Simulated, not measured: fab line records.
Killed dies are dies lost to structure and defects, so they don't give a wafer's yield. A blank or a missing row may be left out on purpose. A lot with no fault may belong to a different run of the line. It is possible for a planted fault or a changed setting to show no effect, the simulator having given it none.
Problem report, 8D (eight disciplines) form, completed by code :: flow gf180mcu :: the parts of the form that need people (team, actions taken, sign-off) are left out

## 1. THE ISSUE
bias_w at GF_V2_ETCH_17 reads a mean of 1230 W on 6 wafers of 2 lots; wafers without a fault read 1200 W with a standard deviation of 3.8. Measured from the usual mean, that is +7.8 standard deviations.
The step: etches SiO2 in C4F8/O2/Ar, stops on TiN, target depth 630 nm.
Seen first at day 27 05:00 on rie_diel-04, wafer L234.1. At this step, 39 wafers from 13 lots have a number in the record. By rule, "out" or "out of limits" means more than 4 standard deviations away from the usual mean. Any other wafer with a number is counted as sound.

## 2. WHAT IT IS, WHAT IT ISN'T
question: which readings at this step
is: bias_w
is not: oes_product_au

question: which lots
is: L234, L235
is not: L218, L219, L221, L222, L224, L225, L226, L227, L231, L232, L233

question: which wafers of those lots
is: all that have a number
is not: -

question: read on which tools
is: rie_diel-04
is not: rie_diel-01, rie_diel-02

question: when
is: from day 27 05:00
is not: up to then (33 sound wafers)

## 3. SUSPECTS, AND WHAT RULES EACH OUT
Counting: any tool at a process step up to the reading is kept as a suspect provided that every lot that is out went through it and no sound lot did after the first of them.
- pecvd-01 at GF_V2_CVD_02 (deposits SiO2 from TEOS, target thk 850 nm, time 94.851 s): kept. Every lot that is out went through it, starting with L234 (day 26 07:29), and after that it ran no sound lot; the last sound lot it ran before then is L226 (day 23 23:35).
- rie_diel-04 at GF_V2_ETCH_17 (etches SiO2 in C4F8/O2/Ar, stops on TiN, target depth 630 nm): kept. Every lot that is out went through it, starting with L234 (day 27 05:00), and after that it ran no sound lot; the last sound lot it ran before then is L227 (day 25 01:00). Its own bias_w readings are out on those wafers.
What counting leaves: pecvd-01 at GF_V2_CVD_02 and rie_diel-04 at GF_V2_ETCH_17.

## 4. THE CAUSE (what the simulator had put in)
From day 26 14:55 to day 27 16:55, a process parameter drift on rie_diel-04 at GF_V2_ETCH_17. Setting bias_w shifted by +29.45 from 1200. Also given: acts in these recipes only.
After counting, 2 suspects remain, this tool included.

## 5. SEQUENCE OF EFFECTS, ordered by route
One row per reading whose mean, taken over the struck wafers that have a number, lies over 3 standard deviations from the usual. Only readings whose record carries a usual standard deviation are examined. hours: median over the lots of the time between each lot's start at the first step of this table that gives one and its start at this step. sigmas: the change, counted in usual standard deviations.
hours: 0
step: GF_V2_ETCH_17
reading: bias_w
usual: 1200 W
on struck wafers: 1230
change: +30
sigmas: +7.8
It contains these process steps:
- GF_V2_ETCH_17: etches SiO2 in C4F8/O2/Ar, stops on TiN, target depth 630 nm.

## 6. WHAT WOULD HAVE CAUGHT IT SOONER
In this record the first reading out of limits was taken at day 27 05:00, 14 hours after the fault began at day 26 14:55.
